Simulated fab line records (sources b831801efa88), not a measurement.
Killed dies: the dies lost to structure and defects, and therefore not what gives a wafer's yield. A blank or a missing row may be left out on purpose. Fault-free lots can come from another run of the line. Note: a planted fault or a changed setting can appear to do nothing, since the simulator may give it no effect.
Check of tool commonality / flow gf180mcu / 15 lots, 45 wafers sampled

== THE REASON FOR OPENING IT ==
GF_VT_IMPLANT_TW_MEAS_10, reading VT_IMPLANT_TW: flagged on 3 of 15 lots. Fault-free wafers read 565, with a standard deviation of 6.3.
Rule: a lot is flagged when every wafer of it that has a number lies more than 4 standard deviations from that mean, or none has a number. All remaining lots are regarded as sound.

lot=L380; measured=day 5 15:44; on=film_metro-02; VT_IMPLANT_TW, wafer by wafer=566 569 568; flag=
lot=L381; measured=day 5 22:32; on=film_metro-03; VT_IMPLANT_TW, wafer by wafer=573 568 570; flag=
lot=L382; measured=day 6 04:10; on=film_metro-03; VT_IMPLANT_TW, wafer by wafer=571 573 569; flag=
lot=L384; measured=day 6 18:14; on=film_metro-03; VT_IMPLANT_TW, wafer by wafer=30 30 30; flag=FLAGGED
lot=L385; measured=day 6 22:17; on=film_metro-04; VT_IMPLANT_TW, wafer by wafer=29 29 29; flag=FLAGGED
lot=L386; measured=day 7 05:57; on=film_metro-02; VT_IMPLANT_TW, wafer by wafer=30 30 30; flag=FLAGGED
lot=L393; measured=day 9 01:41; on=film_metro-02; VT_IMPLANT_TW, wafer by wafer=571 568 569; flag=
lot=L394; measured=day 9 05:34; on=film_metro-03; VT_IMPLANT_TW, wafer by wafer=565 566 568; flag=
lot=L395; measured=day 9 18:13; on=film_metro-03; VT_IMPLANT_TW, wafer by wafer=566 567 568; flag=
lot=L396; measured=day 9 21:39; on=film_metro-02; VT_IMPLANT_TW, wafer by wafer=568 570 570; flag=
lot=L397; measured=day 10 00:37; on=film_metro-02; VT_IMPLANT_TW, wafer by wafer=568 567 571; flag=
lot=L398; measured=day 10 10:47; on=film_metro-03; VT_IMPLANT_TW, wafer by wafer=568 570 568; flag=
lot=L399; measured=day 10 19:02; on=film_metro-04; VT_IMPLANT_TW, wafer by wafer=549 549 552; flag=
lot=L401; measured=day 11 02:08; on=film_metro-04; VT_IMPLANT_TW, wafer by wafer=554 554 552; flag=
lot=L402; measured=day 11 08:21; on=film_metro-03; VT_IMPLANT_TW, wafer by wafer=568 566 567; flag=
The numbers of the flagged lots are 30 on average: -535 against the usual, or -85 standard deviations.

== LOT BY LOT: THE TOOL USED ==
2 process steps preceding the reading are held in the record, out of 602 steps in the route. Each cell gives the tool, then ch followed by the chambers the sampled wafers passed through, then the start.
lot=L380; flag=; GF_MVPSD_STRIP_10=plasma_asher-03 ch 0,1, day 5 01:30; GF_VT_IMPLANT_STRIP_09=plasma_asher-02 ch 0,1, day 5 15:38
lot=L381; flag=; GF_MVPSD_STRIP_10=plasma_asher-01 ch 0,1, day 5 07:44; GF_VT_IMPLANT_STRIP_09=plasma_asher-02 ch 0,1, day 5 22:26
lot=L382; flag=; GF_MVPSD_STRIP_10=plasma_asher-01 ch 0,1, day 5 13:36; GF_VT_IMPLANT_STRIP_09=plasma_asher-02 ch 1, day 6 04:03
lot=L384; flag=FLAGGED; GF_MVPSD_STRIP_10=plasma_asher-01 ch 0,1, day 6 02:36; GF_VT_IMPLANT_STRIP_09=plasma_asher-03 ch 0,1, day 6 18:08
lot=L385; flag=FLAGGED; GF_MVPSD_STRIP_10=plasma_asher-01 ch 0, day 6 07:05; GF_VT_IMPLANT_STRIP_09=plasma_asher-03 ch 0,1, day 6 22:11
lot=L386; flag=FLAGGED; GF_MVPSD_STRIP_10=plasma_asher-04 ch 0,1, day 6 14:36; GF_VT_IMPLANT_STRIP_09=plasma_asher-03 ch 0,1, day 7 05:51
lot=L393; flag=; GF_MVPSD_STRIP_10=plasma_asher-01 ch 0,1, day 8 08:35; GF_VT_IMPLANT_STRIP_09=plasma_asher-03 ch 0,1, day 9 01:35
lot=L394; flag=; GF_MVPSD_STRIP_10=plasma_asher-01 ch 0,1, day 8 12:31; GF_VT_IMPLANT_STRIP_09=plasma_asher-01 ch 0,1, day 9 05:29
lot=L395; flag=; GF_MVPSD_STRIP_10=plasma_asher-04 ch 0,1, day 9 00:44; GF_VT_IMPLANT_STRIP_09=plasma_asher-03 ch 0,1, day 9 18:06
lot=L396; flag=; GF_MVPSD_STRIP_10=plasma_asher-04 ch 0,1, day 9 03:27; GF_VT_IMPLANT_STRIP_09=plasma_asher-01 ch 0,1, day 9 21:33
lot=L397; flag=; GF_MVPSD_STRIP_10=plasma_asher-04 ch 0, day 9 06:33; GF_VT_IMPLANT_STRIP_09=plasma_asher-03 ch 0,1, day 10 00:30
lot=L398; flag=; GF_MVPSD_STRIP_10=plasma_asher-03 ch 0,1, day 9 16:42; GF_VT_IMPLANT_STRIP_09=plasma_asher-01 ch 0,1, day 10 10:41
lot=L399; flag=; GF_MVPSD_STRIP_10=plasma_asher-01 ch 0,1, day 10 01:00; GF_VT_IMPLANT_STRIP_09=plasma_asher-02 ch 0,1, day 10 18:56
lot=L401; flag=; GF_MVPSD_STRIP_10=plasma_asher-01 ch 0,1, day 10 07:51; GF_VT_IMPLANT_STRIP_09=plasma_asher-01 ch 0,1, day 11 02:02
lot=L402; flag=; GF_MVPSD_STRIP_10=plasma_asher-01 ch 1, day 10 14:02; GF_VT_IMPLANT_STRIP_09=plasma_asher-03 ch 0,1, day 11 08:15
These steps, and what they do:
- GF_MVPSD_STRIP_10: strips in O2/N2.
- GF_VT_IMPLANT_STRIP_09: strips in O2/N2.
- GF_VT_IMPLANT_TW_MEAS_10

== FLAGGED AGAINST TOTAL, ONE TOOL AT A TIME (gauges that did the reading follow at the end) ==
step=GF_MVPSD_STRIP_10; tool=plasma_asher-01; lots run=9; flagged=2; share of the flagged lots=some; sound lots run after its first flagged lot=5 (L393,L394,L399,L401,L402)
step=GF_MVPSD_STRIP_10; tool=plasma_asher-03; lots run=2; flagged=0; share of the flagged lots=none; sound lots run after its first flagged lot=-
step=GF_MVPSD_STRIP_10; tool=plasma_asher-04; lots run=4; flagged=1; share of the flagged lots=some; sound lots run after its first flagged lot=3 (L395,L396,L397)
step=GF_VT_IMPLANT_STRIP_09; tool=plasma_asher-01; lots run=4; flagged=0; share of the flagged lots=none; sound lots run after its first flagged lot=-
step=GF_VT_IMPLANT_STRIP_09; tool=plasma_asher-02; lots run=4; flagged=0; share of the flagged lots=none; sound lots run after its first flagged lot=-
step=GF_VT_IMPLANT_STRIP_09; tool=plasma_asher-03; lots run=7; flagged=3; share of the flagged lots=all; sound lots run after its first flagged lot=4 (L393,L395,L397,L402)
step=GF_VT_IMPLANT_TW_MEAS_10; tool=film_metro-02; lots run=5; flagged=1; share of the flagged lots=some; sound lots run after its first flagged lot=3 (L393,L396,L397)
step=GF_VT_IMPLANT_TW_MEAS_10; tool=film_metro-03; lots run=7; flagged=1; share of the flagged lots=some; sound lots run after its first flagged lot=4 (L394,L395,L398,L402)
step=GF_VT_IMPLANT_TW_MEAS_10; tool=film_metro-04; lots run=3; flagged=1; share of the flagged lots=some; sound lots run after its first flagged lot=2 (L399,L401)

== WHAT THE TABLE PERMITS ==
In the table, 1 row covers all flagged lots: plasma_asher-03 at GF_VT_IMPLANT_STRIP_09.
- plasma_asher-03 at GF_VT_IMPLANT_STRIP_09: 3 of its 7 lots flagged. Sound lots followed the first flagged one (L393, L395, L397, L402) on it, something a lasting fault affecting the whole tool could not allow. Its own readings lie more than 4 standard deviations out on every wafer of the flagged lots: strip_time_to_endpoint_s.
No row of the table ran every flagged lot and no sound lot after the first.

== WHAT WAS PUT IN BY THE SIMULATOR ==
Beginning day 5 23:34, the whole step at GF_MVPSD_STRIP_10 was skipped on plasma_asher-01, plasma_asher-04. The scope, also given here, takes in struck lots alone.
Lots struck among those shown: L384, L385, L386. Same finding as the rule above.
